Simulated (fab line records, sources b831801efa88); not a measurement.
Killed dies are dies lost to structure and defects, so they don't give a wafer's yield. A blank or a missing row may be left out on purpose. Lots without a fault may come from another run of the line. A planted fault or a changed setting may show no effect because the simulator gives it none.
Tool commonality check | flow sky130 | 10 lots, 30 wafers sampled

WHY IT WAS OPENED
At SKY_METAL5_THK_MEAS_06 the reading METAL5_ALCU_THK is flagged on 2 of 10 lots. Wafers without a fault read 1167 nm, standard deviation 12.
Rule: a lot is flagged when every wafer of it that has a number lies more than 4 standard deviations from that mean, or none has a number. The other lots count as sound.

lot  | measured     | on            | METAL5_ALCU_THK (nm), wafer by wafer | flag
L139 | day 42 13:50 | film_metro-02 | 1180 1167 1182                       |
L141 | day 43 14:06 | film_metro-02 | 1177 1176 1177                       |
L142 | day 43 15:25 | film_metro-02 | 1166 1161 1166                       |
L145 | day 44 08:37 | film_metro-04 | 1367 1369 1369                       | FLAGGED
L144 | day 44 12:50 | film_metro-02 | 1357 1380 1363                       | FLAGGED
L153 | day 46 14:48 | film_metro-01 | 1163 1164 1158                       |
L154 | day 46 23:01 | film_metro-01 | 1159 1167 1154                       |
L152 | day 47 04:23 | film_metro-01 | 1158 1162 1172                       |
L157 | day 47 10:08 | film_metro-04 | 1138 1149 1146                       |
L160 | day 48 03:11 | film_metro-01 | 1150 1173 1164                       |
The numbers of the flagged lots are 1368 nm on average: +200 nm against the usual, or +17 standard deviations.

WHICH TOOL RAN EACH LOT
The record holds 2 process steps before the reading, out of a route of 708 steps. In each cell: the tool, then ch and the chambers that the sampled wafers went through, then the start.
lot  | flag    | SKY_METAL4_SPUTTER_03        | SKY_METAL5_SPUTTER_04
L139 |         | pvd_sputter-02, day 39 10:13 | pvd_sputter-01, day 42 13:40
L141 |         | pvd_sputter-04, day 40 11:30 | pvd_sputter-01, day 43 13:56
L142 |         | pvd_sputter-02, day 40 13:02 | pvd_sputter-02, day 43 15:14
L145 | FLAGGED | pvd_sputter-02, day 41 07:52 | pvd_sputter-02, day 44 08:25
L144 | FLAGGED | pvd_sputter-04, day 41 11:19 | pvd_sputter-02, day 44 12:39
L153 |         | pvd_sputter-02, day 43 18:44 | pvd_sputter-02, day 46 14:38
L154 |         | pvd_sputter-03, day 44 03:26 | pvd_sputter-02, day 46 22:50
L152 |         | pvd_sputter-04, day 44 08:38 | pvd_sputter-02, day 47 04:12
L157 |         | pvd_sputter-03, day 44 15:19 | pvd_sputter-02, day 47 09:56
L160 |         | pvd_sputter-02, day 45 09:56 | pvd_sputter-03, day 48 02:59
What these steps do:
- SKY_METAL4_SPUTTER_03: material Ti, target thk 5 nm, time 3.3 s.
- SKY_METAL5_SPUTTER_04: material TiN, target thk 70 nm, time 58.3 s.
- SKY_METAL5_THK_MEAS_06: measures by xrf.

FLAGGED OVER TOTAL, TOOL BY TOOL (the gauges that took the reading come last)
step                   | tool           | lots run | flagged | share of the flagged lots | sound lots run after its first flagged lot
SKY_METAL4_SPUTTER_03  | pvd_sputter-02 | 5        | 1       | some                      | 2 (L153,L160)
SKY_METAL4_SPUTTER_03  | pvd_sputter-03 | 2        | 0       | none                      | -
SKY_METAL4_SPUTTER_03  | pvd_sputter-04 | 3        | 1       | some                      | 1 (L152)
SKY_METAL5_SPUTTER_04  | pvd_sputter-01 | 2        | 0       | none                      | -
SKY_METAL5_SPUTTER_04  | pvd_sputter-02 | 7        | 2       | all                       | 4 (L153,L154,L152,L157)
SKY_METAL5_SPUTTER_04  | pvd_sputter-03 | 1        | 0       | none                      | -
SKY_METAL5_THK_MEAS_06 | film_metro-01  | 4        | 0       | none                      | -
SKY_METAL5_THK_MEAS_06 | film_metro-02  | 4        | 1       | some                      | 0
SKY_METAL5_THK_MEAS_06 | film_metro-04  | 2        | 1       | some                      | 1 (L157)

WHAT THE TABLE ALLOWS
1 row of the table ran every flagged lot: pvd_sputter-02 at SKY_METAL5_SPUTTER_04.
- pvd_sputter-02 at SKY_METAL5_SPUTTER_04: 2 of its 7 lots flagged. Sound lots ran on it after the first flagged one (L153, L154, L152, L157), which a lasting fault on the whole tool wouldn't allow. On the flagged lots its readings are blank where sound lots have values: cathode_dc_power_W, chamber_pressure_pa, throttle_valve_pct.
No row of the table ran every flagged lot and no sound lot after the first.

WHAT THE SIMULATOR HAD PUT IN
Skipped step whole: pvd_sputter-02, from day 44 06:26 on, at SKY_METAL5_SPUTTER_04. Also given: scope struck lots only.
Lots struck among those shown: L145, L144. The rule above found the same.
